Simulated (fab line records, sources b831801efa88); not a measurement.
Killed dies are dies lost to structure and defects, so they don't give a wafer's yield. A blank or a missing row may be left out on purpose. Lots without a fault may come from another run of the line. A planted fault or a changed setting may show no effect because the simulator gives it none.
One fault seen from 2 desks | flow gf180mcu | each desk has only its own numbers; what lay behind them comes last

THE METROLOGY DESK
What the gauges read, lot by lot, whatever tool the lot ran on: means of the sampled wafers that have a number. A lot is out of limits, marked OUT, if its mean lies more than 4 standard deviations from the usual mean; the brackets give that distance.
Columns: A = CONTACT_CVD_00_THK at GF_CONTACT_THK_MEAS_01, usual 300.4 nm; B = CONTACT_CVD_02_THK at GF_CONTACT_THK_MEAS_03, usual 860 nm; C = CONTACT_BOW at GF_CONTACT_BOW_MEAS_05, usual 65 um; D = cd_nm at GF_CONTACT_CD_MEAS_14, usual 219.7 nm; E = CONTACT_OVL at GF_CONTACT_OVL_MEAS_15, usual -3 nm
lot  | first seen here | A     | B   | C  | D     | E
L202 | day 15 00:47    | 302.4 | 859 | 65 | 219.7 | -8
L205 | day 16 05:08    | 301.2 | 849 | 67 | 220.1 | -3
L215 | day 19 21:56    | 303.4 | 865 | 64 | 221.4 | -6
L217 | day 20 21:43    | 297.1 | 861 | 70 | 219.7 | -7
L222 | day 22 11:11    | 298.7 | 854 | 67 | 219.9 | -1
L223 | day 22 19:35    | 300.2 | 868 | 69 | 218.6 | 2
This desk's finding: nothing out of limits on any of the 6 lots.

THE TOOL OWNER'S DESK: krf_scanner-02
The tool's own readings at GF_CONTACT_EXPOSE_11 (exposes mask Contact, target cd 220 nm): means of the sampled wafers that have a number, for each lot that ran on this tool. A lot is out of limits, marked OUT, if its mean lies more than 4 standard deviations from the usual mean; the brackets give that distance.
Columns: A = exposure_dose_mJ_cm2 at GF_CONTACT_EXPOSE_11, usual 37.96
lot  | first seen here | A
L202 | day 15 12:53    | 37.90
L215 | day 20 10:19    | 37.07 (-22) OUT
L217 | day 21 10:15    | 37.34 (-15) OUT
This desk's finding: out of limits on L215, L217; first on L215, day 20 10:19 (exposure_dose_mJ_cm2 at GF_CONTACT_EXPOSE_11). In limits: L202.

PUT TOGETHER
The tool owner's desk could have raised an alarm at day 20 10:19, on L215, L217.
The metrology desk saw nothing out of limits.
The metrology desk has L215, L217 on record, within its limits.
Of the lots named, all ran GF_CONTACT_EXPOSE_11 on krf_scanner-02.

WHAT THE SIMULATOR HAD PUT IN
Process parameter drift: krf_scanner-02, from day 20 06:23 on, at GF_CONTACT_EXPOSE_11. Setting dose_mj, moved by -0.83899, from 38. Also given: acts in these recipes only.
Lots struck among those shown: L215, L217.
Hours from the fault's start to each desk's first reading out of limits: the tool owner's desk, 4.
